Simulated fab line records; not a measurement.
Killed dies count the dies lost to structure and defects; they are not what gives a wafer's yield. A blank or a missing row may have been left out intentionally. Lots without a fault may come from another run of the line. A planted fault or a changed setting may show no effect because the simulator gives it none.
What tool caused it? -- flow gf180mcu -- 12 lots, 36 wafers sampled, at 2 steps of a route of 602

== WHAT THE GAUGES READ, wafer by wafer ==
GF_V2_RS_MEAS_24: uses a four-point probe to measure.
lot,measured,on,V2_W_RS (ohm/sq)
L075,day 20 23:06,film metro-01,0.3265 0.3248 0.3307
L077,day 21 17:35,film metro-03,0.3299 0.3291 0.3261
L079,day 22 08:21,film metro-04,0.3268 0.3242 0.3278
L081,day 23 10:13,film metro-03,0.3272 0.3313 0.3322
L084,day 23 23:45,film metro-01,0.3284 0.3289 0.3305
L085,day 24 19:43,film metro-03,0.3275 0.3279 0.3266
L087,day 25 07:55,film metro-01,0.3270 0.3261 0.3228
L089,day 25 17:08,film metro-01,0.3299 0.3319 0.3300
L091,day 26 04:52,film metro-03,0.3290 0.3294 0.3240
L093,day 27 02:09,film metro-03,0.3291 0.3264 0.3249
L095,day 27 13:16,film metro-03,0.3302 0.3296 0.3288
L097,day 28 08:33,film metro-01,0.3326 0.3266 0.3315

== EACH LOT AND THE TOOL THAT RAN IT (in order: tool; ch and the chambers of the sampled wafers; start) ==
lot,GF_V2_CVD_02
L075,"pecvd-04 ch 1,2, day 19 21:29"
L077,"pecvd-01 ch 0,1,2, day 20 15:35"
L079,"pecvd-03 ch 0,2, day 21 06:42"
L081,"pecvd-03 ch 0,1,2, day 22 09:12"
L084,"pecvd-03 ch 0,1,2, day 23 00:13"
L085,"pecvd-04 ch 0,1,2, day 23 19:34"
L087,"pecvd-01 ch 0,1,2, day 24 08:07"
L089,"pecvd-01 ch 1,2, day 24 17:56"
L091,"pecvd-04 ch 0,1,2, day 25 06:42"
L093,"pecvd-01 ch 0,2, day 26 03:17"
L095,"pecvd-04 ch 0,1,2, day 26 15:24"
L097,"pecvd-03 ch 1,2, day 27 11:22"
- GF_V2_CVD_02: deposits SiO2 from TEOS, target thk 850 nm, time 94.851 s.

== THE ANSWER, worked out from the rows above alone ==
Rule: usual is defined by the lots themselves. Put in order of their means at a reading, lots are off if they are a third of the lots or fewer, leave a main group of 4 or more, and stand apart from it by a gap of 3 or more times the standard deviation of the main group's means; of several such gaps the widest counts. A main group is skipped when, at the precision printed for the reading in the tables above, its means are all equal. A lot without any number at a reading at which 4 lots or more have one is off too. The other lots that the step has rows for count as sound.
None of the lots is off at any reading shown; this tells nothing.

== WHAT THE SIMULATOR HAD INSERTED ==
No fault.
